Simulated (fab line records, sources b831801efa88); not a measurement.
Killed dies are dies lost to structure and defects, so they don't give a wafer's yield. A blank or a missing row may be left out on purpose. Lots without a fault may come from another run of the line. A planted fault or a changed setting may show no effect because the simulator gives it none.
A struck lot beside a sound one | flow gf180mcu | 19 steps out of a route of 602
Sound: wafers L962.1, L962.2, L962.4. Struck: wafers L973.1, L973.2, L973.6. The cause comes at the end.
At each step with rows: each side's tool, then ch and its chambers, then its first start. Under that, the readings that differ: sound wafers | struck wafers | difference of the means | sigmas: that difference in standard deviations of wafers without a fault.
alike: readings whose means differ by less than 2 such deviations, and words and numbers that are the same on both sides. not compared: withheld readings, readings that some wafer has no value for, bounds like >300 that may hide the same value, and numbers for which the record gives no deviation and whose values overlap.
The two part at a step that has a row with sigmas, a row that says differs or no value, or rows on one side only. Numbers that don't overlap but have no deviation are shown without sigmas and don't part them. A reading that every wafer of one side lacks parts them only if that side has two wafers or more.

first, 1 step without rows for these wafers: GF_NSD_IMPLANT_10.
GF_NSD_STRIP_11: strips in O2/N2.
  sound on plasma_asher-04 ch 0,1, day 14 02:50; struck on plasma_asher-04 ch 0,1, day 17 20:56
  alike: drypump_motor_current_A, heater_power_w, oes_product_au, platen_temp_c, strip_time_to_endpoint_s
  not compared: rf_hours_counter_h
GF_NSD_TW_MEAS_12:
  sound on film_metro-04, day 14 02:56; struck on film_metro-04, day 17 21:02
  alike: NSD_TW
then, 7 steps without rows for these wafers: GF_PSD_DEHYDRATE_00 (time 60 s); GF_PSD_HMDS_01 (prime time 60 s); GF_PSD_COAT_02 (resist thk 1000 nm); GF_PSD_SOFTBAKE_03 (time 60 s); GF_PSD_EXPOSE_04 (exposes mask Pplus, target cd 400 nm); GF_PSD_PEB_05; GF_PSD_DEVELOP_06 (develop time 60 s).
GF_PSD_CD_MEAS_07: target cd 400 nm.
  sound on cd_sem-02, day 15 00:01; struck on cd_sem-01, day 18 20:41
  alike: cd_nm
GF_PSD_OVL_MEAS_08:
  sound on overlay-02, day 15 00:08; struck on overlay-01, day 18 20:48
  alike: PSD_OVL
GF_PSD_IMPLANT_09:
  sound on implanter-01 ch 0, day 15 00:10; struck on implanter-02 ch 0, day 18 20:50
  reading                   | sound             | struck            | difference | sigmas
  implant_ion_amu           | 49 49 49          | 11 11 11          | -38        |
  model.implant.rp_nm (nm)  | 30.85 30.85 30.85 | 131.9 131.9 131.9 | +101.1     |
  model.implant.drp_nm (nm) | 15.87 15.87 15.87 | 51.31 51.31 51.31 | +35.44     |
  alike: faraday_current_uA
GF_PSD_STRIP_10: strips in O2/N2.
  sound on plasma_asher-03 ch 0,1, day 15 00:19; struck on plasma_asher-04 ch 0,1, day 18 20:59
  reading                      | sound             | struck            | difference | sigmas
  oes_product_au (a.u.)        | 0.590 0.596 0.587 | 0.638 0.635 0.635 | +0.045     | +10
  strip_time_to_endpoint_s (s) | 16.51 16.48 16.49 | 14.84 14.83 14.86 | -1.65      | -35
  alike: drypump_motor_current_A, heater_power_w, platen_temp_c
  not compared: rf_hours_counter_h
GF_PSD_TW_MEAS_11:
  sound on film_metro-03, day 15 00:25; struck on film_metro-04, day 18 21:19
  reading | sound          | struck         | difference | sigmas
  PSD_TW  | 3175 3173 3157 | 2185 2193 2188 | -980       | -27
  not compared: hold
GF_PSD_RTA_13: time 20 s.
  sound on rtp_anneal-02 ch 0, day 15 00:32; struck on rtp_anneal-02 ch 0, day 18 23:38
  alike: lamp_power_pct, wafer_temp_C_max
GF_PSD_RS_MEAS_14: measures by four-point-probe.
  sound on film_metro-01, day 15 00:37; struck on film_metro-03, day 18 23:47
  alike: NSD_RS
GF_PSD_RS_MEAS_15: measures by four-point-probe.
  sound on film_metro-01, day 15 00:44; struck on film_metro-03, day 19 00:12
  reading         | sound                | struck            | difference | sigmas
  PSD_RS (ohm/sq) | 109.01 108.60 109.00 | 78.74 78.63 78.65 | -30.20     | -99 or more
  not compared: hold
GF_PASSIVATION_PROBE_99:
  the record has rows for the sound wafers here (prober-02, day 29 16:54) and none for the struck ones

WHERE THEY PART
First at GF_PSD_STRIP_10; last, within this record, at GF_PASSIVATION_PROBE_99.

WHY: what the simulator had put in
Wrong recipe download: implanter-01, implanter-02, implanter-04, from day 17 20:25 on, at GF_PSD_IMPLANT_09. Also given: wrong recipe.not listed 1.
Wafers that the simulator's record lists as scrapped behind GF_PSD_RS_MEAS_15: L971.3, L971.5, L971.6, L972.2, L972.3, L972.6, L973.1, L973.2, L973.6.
